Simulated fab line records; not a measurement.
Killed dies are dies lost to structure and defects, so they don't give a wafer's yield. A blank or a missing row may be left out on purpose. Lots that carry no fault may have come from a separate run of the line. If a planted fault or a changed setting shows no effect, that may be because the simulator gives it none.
Struck lot and sound lot, side by side + flow sfqLine + 13 out of 325 route steps
Sound: the wafers L640.3, L640.4, L640.5. Wafers L648.3, L648.4, L648.6 were the ones struck. The cause is given at the end.
Per side, at each step with rows, come the tool, then ch with its chambers, and then its first start. Under that, the readings that differ: sound wafers + struck wafers + difference of the means + sigmas: that difference in standard deviations of wafers without a fault.
alike: a reading whose means differ by less than 2 such deviations, as well as words and numbers matching on both sides. not compared: withheld readings; readings where some wafer has no value; bounds like >300 that might hide an equal value; numbers whose values overlap and for which the record gives no deviation.
The two part at a step that has a row with sigmas, a row that says differs or no value, or rows on one side only. When numbers do not overlap yet have no deviation, they are printed without sigmas and do not part them. A reading that every wafer of one side lacks parts them only if that side has two wafers or more.

first, 1 step without rows for these wafers: SFQ_TRILAYER_M0_DEP_PRE_CLEAN_020 (time 15 s).
SFQ_TRILAYER_M0_DEP_SPUTTER_019: material Nb, target thk 200 nm, time 133.3 s.
  sound on pvdSputter-06 at day 9 00:25; struck on pvdSputter-05 at day 11 14:07
  alike: throttleValvePct
SFQ_M0_RS_MEAS_904: a four-point-probe measurement.
  sound on filmMetro-03 at day 9 00:33; struck on filmMetro-03 at day 11 14:14
  alike: M0_NB_RS
then, 6 steps without rows for these wafers: SFQ_TRILAYER_M0_LITHO_COAT_026 (resist thk 62 nm); SFQ_TRILAYER_M0_LITHO_COAT_021 (resist thk 600 nm); SFQ_TRILAYER_M0_LITHO_SOFTBAKE_025; SFQ_TRILAYER_M0_LITHO_EXPOSE_022 (exposes mask M0, target cd 500 nm); SFQ_TRILAYER_M0_LITHO_PEB_024 (peb time 60 s); SFQ_TRILAYER_M0_LITHO_DEVELOP_023 (time 60 s).
-- the record jumps here: 5 days lie between the struck wafers' starts before and after --
SFQ_M0_OVL_MEAS_906:
  sound on overlay-02 at day 13 04:42; struck on overlay-02 at day 16 05:40
  alike: M0_OVL
SFQ_TRILAYER_M0_BARC_OPEN_METAL_ETCH_031: etches BARC in O2, target depth 125 nm, time 41.7 s.
  sound on rieMetal-02 ch 0,1, day 13 04:44; struck on rieMetal-01 ch 0, day 16 05:43
  alike: chamberPressureMTorr, drypumpMotorCurrentA, heBacksideLeakSccm, oesProductAu
  not compared: rfHoursCounterH
SFQ_TRILAYER_M0_ETCH_METAL_ETCH_024: etches Nb in Cl2/Ar, stops on SiO2, target depth 240 nm, time 120 s.
  sound on rieMetal-02 ch 0,1, day 13 04:50; struck on rieMetal-01 ch 0, day 16 05:53
| reading                      | sound                | struck               | difference | sigmas      |
|------------------------------|----------------------|----------------------|------------|-------------|
| chamberPressureMTorr (mTorr) | 10.006 10.006 10.004 | 12.001 12.001 11.985 | +1.990     | +99 or more |
  alike: drypumpMotorCurrentA, heBacksideLeakSccm, oesProductAu
  not compared: rfHoursCounterH
SFQ_TRILAYER_M0_STRIP_STRIP_025: strips in O2.
  sound on rieMetal-02 ch 0,1, day 13 05:07; struck on rieMetal-01 ch 0, day 16 06:27
  alike: drypumpMotorCurrentA, heBacksideLeakSccm, oesProductAu
  not compared: rfHoursCounterH

WHERE THEY PART
Only at SFQ_TRILAYER_M0_ETCH_METAL_ETCH_024, as far as this record shows. Later steps at which nothing parts them and some readings are alike: SFQ_TRILAYER_M0_STRIP_STRIP_025.

WHY: what the simulator had put in
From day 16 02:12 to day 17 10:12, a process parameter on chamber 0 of rieMetal-01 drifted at SFQ_TRILAYER_M0_ETCH_METAL_ETCH_024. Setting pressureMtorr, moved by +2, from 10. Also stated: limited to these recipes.
